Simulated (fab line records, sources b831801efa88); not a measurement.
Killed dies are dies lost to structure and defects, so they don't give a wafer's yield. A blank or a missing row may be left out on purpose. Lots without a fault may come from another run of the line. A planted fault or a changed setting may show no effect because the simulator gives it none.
A struck lot beside a sound one | flow sfq_line | 37 steps out of a route of 325
Sound: wafers L151.1, L151.5, L151.6. Struck: wafers L162.1, L162.2, L162.4. The cause comes at the end.
At each step with rows: each side's tool, then ch and its chambers, then its first start. Under that, the readings that differ: sound wafers | struck wafers | difference of the means | sigmas: that difference in standard deviations of wafers without a fault.
alike: readings whose means differ by less than 2 such deviations, and words and numbers that are the same on both sides. not compared: withheld readings, readings that some wafer has no value for, bounds like >300 that may hide the same value, and numbers for which the record gives no deviation and whose values overlap.
The two part at a step that has a row with sigmas, a row that says differs or no value, or rows on one side only. Numbers that don't overlap but have no deviation are shown without sigmas and don't part them. A reading that every wafer of one side lacks parts them only if that side has two wafers or more.

SFQ_R5_THK_MEAS_934: measures by xrf.
  sound on film_metro-04, day 54 12:17; struck on film_metro-04, day 58 23:17
  alike: R5_MONX_THK
then, 6 steps without rows for these wafers: SFQ_TRILAYER_R5_LITHO_COAT_141 (resist thk 62 nm); SFQ_TRILAYER_R5_LITHO_COAT_136 (resist thk 600 nm); SFQ_TRILAYER_R5_LITHO_SOFTBAKE_140; SFQ_TRILAYER_R5_LITHO_EXPOSE_137 (exposes mask R5, target cd 500 nm); SFQ_TRILAYER_R5_LITHO_PEB_139 (peb time 60 s); SFQ_TRILAYER_R5_LITHO_DEVELOP_138 (time 60 s).
-- the record jumps here: 5 days lie between the struck wafers' starts before and after --
SFQ_R5_OVL_MEAS_935:
  sound on overlay-01, day 54 14:35; struck on overlay-01, day 63 16:04
  alike: R5_OVL
SFQ_TRILAYER_R5_BARC_OPEN_METAL_ETCH_177: etches BARC in O2, target depth 125 nm, time 41.7 s.
  sound on rie_metal-01 ch 0,1, day 54 14:38; struck on rie_metal-02 ch 0,1, day 63 16:07
  alike: drypump_motor_current_A, oes_product_au
  not compared: rf_hours_counter_h
then, 1 step without rows for these wafers: SFQ_TRILAYER_R5_ETCH_METAL_ETCH_139 (etches the open film in Cl2, stops on SiO2, target depth 60 nm, time 40 s).
SFQ_TRILAYER_R5_STRIP_STRIP_140: strips in O2.
  sound on rie_metal-01 ch 0,1, day 54 14:45; struck on rie_metal-02 ch 0,1, day 63 16:14
  alike: drypump_motor_current_A, oes_product_au
  not compared: rf_hours_counter_h
then, 1 step without rows for these wafers: SFQ_TRILAYER_R5_STRIP_SOLV_CLEAN_141 (cleans in NMP, time 600 s).
SFQ_TRILAYER_A5C_DEP_PECVD_142: deposits SiO2 from SiH4/N2O, time 15.556 s, target thk 70 nm.
  sound on pecvd-01 ch 1,2, day 54 15:31; struck on pecvd-01 ch 0,1,2, day 63 17:13
  reading                                              | sound            | struck          | difference | sigmas
  model.SiO2_of_TRILAYER_A5C_DEP_PECVD_142.thk_nm (nm) | 70.1 71.01 71.06 | 22.01 22.9 22.3 | -48.32     |
  alike: heater_power_w, throttle_valve_pct
then, 6 steps without rows for these wafers: SFQ_TRILAYER_I5_LITHO_COAT_149 (resist thk 62 nm); SFQ_TRILAYER_I5_LITHO_COAT_144 (resist thk 650 nm); SFQ_TRILAYER_I5_LITHO_SOFTBAKE_148; SFQ_TRILAYER_I5_LITHO_EXPOSE_145 (exposes mask I5, target cd 700 nm); SFQ_TRILAYER_I5_LITHO_PEB_147 (peb time 60 s); SFQ_TRILAYER_I5_LITHO_DEVELOP_146 (time 60 s).
-- the record jumps here: 5 days lie between the struck wafers' starts before and after --
SFQ_I5_OVL_MEAS_936:
  sound on overlay-01, day 59 18:42; struck on overlay-02, day 68 12:50
  alike: I5_OVL
then, 1 step without rows for these wafers: SFQ_TRILAYER_I5_BARC_OPEN_VIA_ETCH_200 (etches BARC in O2, target depth 125 nm, time 41.7 s).
SFQ_TRILAYER_I5_ETCH_VIA_ETCH_147: etches the open film in CHF3, stops on Nb, target depth 360 nm.
  sound on rie_diel-04 ch 1,2,3, day 59 18:46; struck on rie_diel-04 ch 1,2,3, day 68 12:55
  alike: drypump_motor_current_A, oes_product_au
then, 8 steps without rows for these wafers: SFQ_TRILAYER_I5_STRIP_STRIP_148 (strips in O2); SFQ_TRILAYER_I5_STRIP_SOLV_CLEAN_149 (cleans in NMP, time 600 s); SFQ_TRILAYER_C5_LITHO_COAT_156 (resist thk 62 nm); SFQ_TRILAYER_C5_LITHO_COAT_151 (resist thk 656.7 nm); SFQ_TRILAYER_C5_LITHO_SOFTBAKE_155; SFQ_TRILAYER_C5_LITHO_EXPOSE_152 (exposes mask C5, target cd 500 nm); SFQ_TRILAYER_C5_LITHO_PEB_154 (peb time 60 s); SFQ_TRILAYER_C5_LITHO_DEVELOP_153 (time 60 s).
-- the record jumps here: 4 days lie between the struck wafers' starts before and after --
SFQ_C5_OVL_MEAS_937:
  sound on overlay-02, day 64 15:00; struck on overlay-01, day 72 01:44
  alike: C5_OVL
SFQ_TRILAYER_C5_BARC_OPEN_VIA_ETCH_210: etches BARC in O2, target depth 125 nm, time 41.7 s.
  sound on rie_diel-03 ch 0,1,2, day 64 15:02; struck on rie_diel-02 ch 0,1, day 72 01:46
  alike: drypump_motor_current_A, oes_product_au
  not compared: rf_hours_counter_h
SFQ_TRILAYER_C5_ETCH_VIA_ETCH_154: etches SiO2 in CHF3, stops on Nb, target depth 84 nm.
  sound on rie_diel-03 ch 0,1,2, day 64 15:04; struck on rie_diel-02 ch 0,1, day 72 01:49
  reading                        | sound             | struck            | difference | sigmas
  oes_product_au (a.u.)          | 0.889 0.895 0.897 | 0.534 0.547 0.549 | -0.350     | -44
  model.C5.feature_depth_nm (nm) | 70.1 71.01 71.06  | 22.01 22.9 22.3   | -48.32     |
  model.etch.depth_nm (nm)       | 70.1 71.01 71.06  | 22.01 22.9 22.3   | -48.32     |
  alike: drypump_motor_current_A
SFQ_TRILAYER_C5_STRIP_STRIP_155: strips in O2.
  sound on rie_metal-04 ch 0,1, day 64 15:07; struck on rie_metal-03 ch 0,1, day 72 01:51
  alike: drypump_motor_current_A, oes_product_au
  not compared: rf_hours_counter_h
then, 1 step without rows for these wafers: SFQ_TRILAYER_C5_STRIP_SOLV_CLEAN_156 (cleans in NMP, time 600 s).
SFQ_TRILAYER_M6_DEP_PRE_CLEAN_158: time 22.5 s.
  sound on pvd_sputter-05, day 64 15:53; struck on pvd_sputter-03, day 72 02:38
  reading                                              | sound            | struck          | difference | sigmas
  model.SiO2_of_TRILAYER_A5C_DEP_PECVD_142.thk_nm (nm) | 62.6 63.51 63.56 | 14.51 15.4 14.8 | -48.32     |
then, 1 step without rows for these wafers: SFQ_TRILAYER_M6_DEP_SPUTTER_157 (material Nb, target thk 200 nm, time 133.3 s).

WHERE THEY PART
Only at SFQ_TRILAYER_C5_ETCH_VIA_ETCH_154, within this record. Later steps at which nothing parts them and some readings are alike: SFQ_TRILAYER_C5_STRIP_STRIP_155.

WHY: what the simulator had put in
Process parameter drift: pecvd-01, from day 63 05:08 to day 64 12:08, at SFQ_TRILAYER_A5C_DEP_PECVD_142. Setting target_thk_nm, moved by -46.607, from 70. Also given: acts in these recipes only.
